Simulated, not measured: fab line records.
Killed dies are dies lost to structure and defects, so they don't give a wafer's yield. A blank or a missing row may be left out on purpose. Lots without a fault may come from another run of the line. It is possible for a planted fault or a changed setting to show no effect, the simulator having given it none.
Which of the tools did it?    flow gf180mcu    Sampling: 13 lots, 39 wafers, 5 of 602 route steps

== WHAT THE GAUGES READ, wafer by wafer ==
GF_NWELL_OVL_MEAS_07.
lot   measured     on          NWELL_OVL (nm)
L568  day 3 19:23  overlay-02  0.2 0.7 0.1
L570  day 4 05:38  overlay-02  2.7 2.7 2.0
L571  day 4 11:32  overlay-02  -1.5 -1.1 2.3
L573  day 4 21:51  overlay-01  -3.3 -1.5 -1.9
L574  day 5 03:08  overlay-01  3.5 1.7 1.3
L575  day 5 07:56  overlay-01  2.7 1.5 1.1
L576  day 5 12:57  overlay-02  -0.2 -1.0 1.9
L577  day 5 19:15  overlay-02  -2.3 -2.1 -3.2
L582  day 6 23:38  overlay-02  - - -
L586  day 7 20:14  overlay-01  -1.4 0.1 -2.5
L587  day 8 02:13  overlay-02  -1.5 -2.5 -0.3
L588  day 8 07:50  overlay-01  0.5 0.2 0.8
L589  day 8 14:01  overlay-01  0.7 0.6 1.3

GF_NWELL_TW_MEAS_11.
lot   measured     on            NWELL_TW
L568  day 3 19:49  filmMetro-01  1587 1596 1585
L570  day 4 06:04  filmMetro-01  1577 1575 1588
L571  day 4 11:58  filmMetro-02  1590 1592 1588
L573  day 4 22:17  filmMetro-02  1583 1595 1594
L574  day 5 03:34  filmMetro-02  1577 1591 1593
L575  day 5 08:22  filmMetro-04  1573 1573 1560
L576  day 5 13:23  filmMetro-01  1575 1581 1585
L577  day 5 19:41  filmMetro-04  1568 1570 1569
L582  day 7 00:04  filmMetro-01  30 30 30
L586  day 7 20:41  filmMetro-02  1573 1584 1577
L587  day 8 02:40  filmMetro-02  1592 1581 1581
L588  day 8 08:17  filmMetro-04  1564 1563 1569
L589  day 8 14:27  filmMetro-02  1581 1585 1584

GF_HV_LDD_THK_MEAS_57.
lot   measured      on            HV_LDD_CVD_56_THK (nm)
L568  day 13 04:32  filmMetro-04  88.6 88.2 88.6
L570  day 14 03:45  filmMetro-01  87.4 87.9 87.6
L571  day 14 06:08  filmMetro-04  89.5 89.9 89.2
L573  day 14 18:37  filmMetro-02  90.4 90.5 90.6
L574  day 15 04:30  filmMetro-01  88.6 88.4 88.6
L575  day 15 09:51  filmMetro-01  89.5 88.8 89.1
L576  day 15 19:33  filmMetro-01  91.7 90.8 90.5
L577  day 16 08:13  filmMetro-01  90.8 90.5 90.7
L582  day 17 23:02  filmMetro-02  90.5 90.2 90.6
L586  day 19 06:59  filmMetro-01  90.8 90.5 91.2
L587  day 19 12:50  filmMetro-04  89.3 90.0 89.9
L588  day 20 00:49  filmMetro-04  89.7 89.1 89.5
L589  day 20 08:11  filmMetro-02  89.7 90.8 90.1

GF_CONTACT_BOW_MEAS_05.
lot   measured      on            CONTACT_BOW (um)
L568  day 15 21:12  filmMetro-04  58 54 55
L570  day 16 23:31  filmMetro-04  88 71 67
L571  day 17 01:55  filmMetro-02  78 74 66
L573  day 17 15:10  filmMetro-04  67 66 62
L574  day 18 02:28  filmMetro-01  73 66 66
L575  day 18 07:44  filmMetro-02  47 65 69
L576  day 18 18:56  filmMetro-02  78 67 78
L577  day 19 08:53  filmMetro-02  65 65 78
L582  day 21 02:37  filmMetro-02  64 79 63
L586  day 22 09:26  filmMetro-02  60 73 49
L587  day 22 14:28  filmMetro-04  68 62 72
L588  day 23 01:33  filmMetro-02  62 64 65
L589  day 23 10:07  filmMetro-04  64 71 60

== EACH LOT AND THE TOOL THAT RAN IT (in order: tool; ch and the chambers of the sampled wafers; start) ==
lot   GF_NWELL_EXPOSE_04
L568  ilineStepper-02 ch 0, day 3 13:05
L570  ilineStepper-02 ch 0, day 3 23:23
L571  ilineStepper-01 ch 0, day 4 04:56
L573  ilineStepper-02 ch 0, day 4 15:04
L574  ilineStepper-01 ch 0, day 4 20:39
L575  ilineStepper-01 ch 0, day 5 00:44
L576  ilineStepper-01 ch 0, day 5 06:26
L577  ilineStepper-01 ch 0, day 5 12:20
L582  ilineStepper-02 ch 0, day 6 16:17
L586  ilineStepper-01 ch 0, day 7 12:06
L587  ilineStepper-01 ch 0, day 7 18:18
L588  ilineStepper-02 ch 0, day 7 23:53
L589  ilineStepper-01 ch 0, day 8 06:31
- GF_NWELL_EXPOSE_04: exposes mask Nwell, target cd 860 nm.

== WHAT THE TOOLS THEMSELVES READ (means of the sampled wafers that have a number; where no wafer has one, the mark that the record gives instead) ==
GF_NWELL_EXPOSE_04.
lot   tool             focusOffsetNm (nm)
L568  ilineStepper-02  0.1
L570  ilineStepper-02  -0.9
L571  ilineStepper-01  -0.5
L573  ilineStepper-02  -0.3
L574  ilineStepper-01  0.3
L575  ilineStepper-01  0.1
L576  ilineStepper-01  -0.2
L577  ilineStepper-01  0.1
L582  ilineStepper-02  0.8
L586  ilineStepper-01  0.0
L587  ilineStepper-01  0.3
L588  ilineStepper-02  -0.5
L589  ilineStepper-01  -0.1

== THE ANSWER, worked out from the rows above alone ==
Rule: the usual values come from the lots themselves. Put in order of their means at a reading, lots are off if they are a third of the lots or fewer, leave a main group of 4 or more, and stand apart from it by a gap of 3 or more times the standard deviation of the main group's means; of several such gaps the widest counts. If all means in a main group match to the digits the tables above print for the reading, that group is not used. A lot without any number at a reading at which 4 lots or more have one is off too. All remaining lots with rows at the step are treated as sound. Order of review: gauges by route order, followed by the tools' own readings, for which a lot's mean as printed above is used. At the first step where some lot is off, the reading lying furthest off is the one used; lots without a number count as furthest.
Off: at GF_NWELL_OVL_MEAS_07 (NWELL_OVL), L582. Without a number there: L582. The main group: mean 0.1 nm, standard deviation 1.6.
A tool fits if, at a process step before that reading, it ran every lot that is off, and no sound lot after the first of them. Not tried: the gauges at GF_NWELL_OVL_MEAS_07; whatever is off there is also off at GF_NWELL_TW_MEAS_11, on other tools, and gauge error can't account for it. Not one of the candidates tried fits.

== WHAT THE SIMULATOR PUT IN ==
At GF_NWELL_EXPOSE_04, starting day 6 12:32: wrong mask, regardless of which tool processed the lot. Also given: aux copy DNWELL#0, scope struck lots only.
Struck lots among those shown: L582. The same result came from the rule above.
